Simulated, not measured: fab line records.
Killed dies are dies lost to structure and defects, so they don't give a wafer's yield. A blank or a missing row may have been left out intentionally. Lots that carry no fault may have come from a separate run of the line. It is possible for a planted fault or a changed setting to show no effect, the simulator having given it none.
2 desks looking at one fault | flow sfqLine | every desk sees just its own numbers, and what lay behind them comes last

== FOR THE TOOL OWNER'S DESK: rieMetal-02 ==
The tool's own readings at SFQ_TRILAYER_M7_ETCH_METAL_ETCH_180 (etches Nb in Cl2/Ar, stops on SiO2, target depth 240 nm, time 120 s): means of the sampled wafers that have a number, for each lot that ran on this tool. A lot is out of limits, marked OUT, if its mean lies more than 4 standard deviations from the usual mean; the brackets give that distance.
Columns: A = drypumpMotorCurrentA at SFQ_TRILAYER_M7_ETCH_METAL_ETCH_180, usual 6.2 A; B = oesProductAu at SFQ_TRILAYER_M7_ETCH_METAL_ETCH_180, usual 0.896 a.u.
lot  | first seen here | A   | B
L741 | day 80 13:18    | 5.9 | 0.903
L746 | day 81 19:05    | 5.9 | 0.887
L752 | day 82 04:41    | 5.9 | 0.900
L753 | day 83 19:19    | 5.9 | 0.897
Finding of this desk: none of the 4 lots has anything out of limits.

== AT THE METROLOGY DESK ==
What the gauges read, lot by lot, whatever tool the lot ran on: means of the sampled wafers that have a number. A lot is out of limits, marked OUT, if its mean lies more than 4 standard deviations from the usual mean; the brackets give that distance.
Columns: A = M7_NB_RS at SFQ_M7_RS_MEAS_943, usual 0.885 ohm/sq; B = M7_OVL at SFQ_M7_OVL_MEAS_945, usual 1 nm
lot  | first seen here | A     | B
L741 | day 79 18:53    | 0.870 | 6
L746 | day 81 16:07    | 0.893 | -5
L752 | day 82 01:34    | 0.884 | -3
L753 | day 83 15:59    | 0.882 | 5
L758 | day 84 01:34    | 0.892 | 6
L760 | day 84 06:20    | 0.889 | -2
Finding of this desk: none of the 6 lots has anything out of limits.

== PUT TOGETHER ==
The tool owner's desk saw nothing out of limits.
From the metrology desk's view, nothing was out of limits.

== WHAT THE SIMULATOR HAD PUT IN ==
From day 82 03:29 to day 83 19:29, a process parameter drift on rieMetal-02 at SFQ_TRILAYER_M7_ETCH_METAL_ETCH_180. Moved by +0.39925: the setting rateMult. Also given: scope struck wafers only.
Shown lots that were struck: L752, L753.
